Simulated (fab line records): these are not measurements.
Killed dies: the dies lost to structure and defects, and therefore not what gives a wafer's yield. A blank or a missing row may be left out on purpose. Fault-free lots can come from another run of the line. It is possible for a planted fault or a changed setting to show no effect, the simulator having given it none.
Struck lot and sound lot, side by side / flow sky130 / 22 out of 708 route steps
Sound: wafers L888.2, L888.3, L888.4. Wafers L896.4, L896.5, L896.6 were the ones struck. The cause comes at the end.
Per side, at each step with rows, come the tool, then ch with its chambers, and then its first start. Under that, the readings that differ: sound wafers / struck wafers / difference of the means / sigmas: that difference in standard deviations of wafers without a fault.
alike: readings with means less than 2 such deviations apart, plus words and numbers identical on both sides. not compared: withheld readings, readings lacking a value on some wafer, bounds such as >300 that could conceal the same value, and numbers that have no deviation in the record and whose values overlap.
The two part at a step that has a row with sigmas, a row that says differs or no value, or rows on one side only. When numbers do not overlap yet have no deviation, they are printed without sigmas and do not part them. A reading missing from all wafers of one side parts the sides only when that side holds two or more wafers.

first, 4 steps without rows for these wafers: SKY_NWELL_SOFTBAKE_06; SKY_NWELL_EXPOSE_07 (exposes mask NWM, target cd 840 nm); SKY_NWELL_PEB_08; SKY_NWELL_DEVELOP_09 (develop time 60 s).
SKY_NWELL_OVL_MEAS_10:
  sound: overlay-02 at day 6 04:19; struck: overlay-02 at day 7 22:42
  alike: NWELL_00_OVL
then, 3 steps without rows for these wafers: SKY_NWELL_IMPLANT_11; SKY_NWELL_IMPLANT_12; SKY_NWELL_IMPLANT_13.
SKY_NWELL_STRIP_14: strips in O2/N2.
  sound on plasma asher-02 ch 0,1, day 6 04:47; struck on plasma asher-02 ch 0,1, day 7 23:12
  alike: drypump motor current A, oes product au, strip time to endpoint s
  not compared: rf hours counter h
SKY_NWELL_TW_MEAS_15:
  sound: film metro-04 at day 6 04:54; struck: film metro-02 at day 7 23:17
  alike: NWELL_TW
then, 2 steps without rows for these wafers: SKY_NWELL_DEHYDRATE_16 (time 60 s); SKY_NWELL_HMDS_17 (prime time 60 s).
SKY_NWELL_COAT_18: resist thk 3000 nm.
  sound on litho track-04 ch 0, day 6 13:58; struck on litho track-01 ch 0, day 8 09:46
reading=model.coat_of_NWELL_COAT_18.thk nm (nm); sound=3006 3003 3007; struck=2549 2544 2550; difference=-458; sigmas=
then, 3 steps without rows for these wafers: SKY_NWELL_SOFTBAKE_19; SKY_NWELL_EXPOSE_20 (exposes mask NWM COMPLEMENT, target cd 840 nm); SKY_NWELL_PEB_21.
SKY_NWELL_DEVELOP_22: develop time 60 s.
  sound on litho track-03 ch 0; struck on litho track-04 ch 0
reading=model.coat_of_NWELL_COAT_18.thk nm (nm); sound=3001 2998 3003; struck=2545 2540 2546; difference=-457; sigmas=
SKY_NWELL_OVL_MEAS_23:
  sound: overlay-01 at day 6 23:53; struck: overlay-02 at day 8 19:52
  alike: NWELL_01_OVL
then, 1 step without rows for these wafers: SKY_NWELL_IMPLANT_24.
SKY_NWELL_STRIP_25: strips in O2/N2.
  sound on plasma asher-04 ch 0,1, day 7 00:04; struck on plasma asher-04 ch 0,1, day 8 20:04
reading=strip time to endpoint s (s); sound=36.98 36.94 37.01; struck=31.74 31.70 31.76; difference=-5.24; sigmas=-59
  alike: drypump motor current A, oes product au
  not compared: rf hours counter h
SKY_NWELL_TW_MEAS_26:
  sound: film metro-04 at day 7 00:10; struck: film metro-03 at day 8 20:10
  alike: NWELL_2_TW
-- the record jumps here: 40 days lie between the struck wafers' starts before and after (it left off in module NWELL and takes up again in module PAD_OPEN, whose first step shown is number 708 of the route) --
SKY_PAD_OPEN_PROBE_99:
  sound: prober-02 at day 47 11:05; struck: prober-01 at day 49 03:13
reading=model.etest.res iso pwell.width nm (nm); sound=2652 2647 2660; struck=2671 2664 2676; difference=+17; sigmas=
  alike: killed_at_M0_to_M3, killed_at_M4_up, killed at contacts, killed at front end, killed at other, killed dies, killed open, killed short
  not compared: model.etest.res nwell.width nm

WHERE THEY PART
SKY_NWELL_STRIP_25 only, going by this record. Later steps at which nothing parts them and some readings are alike: SKY_NWELL_TW_MEAS_26, SKY_PAD_OPEN_PROBE_99.

WHY: what the simulator had put in
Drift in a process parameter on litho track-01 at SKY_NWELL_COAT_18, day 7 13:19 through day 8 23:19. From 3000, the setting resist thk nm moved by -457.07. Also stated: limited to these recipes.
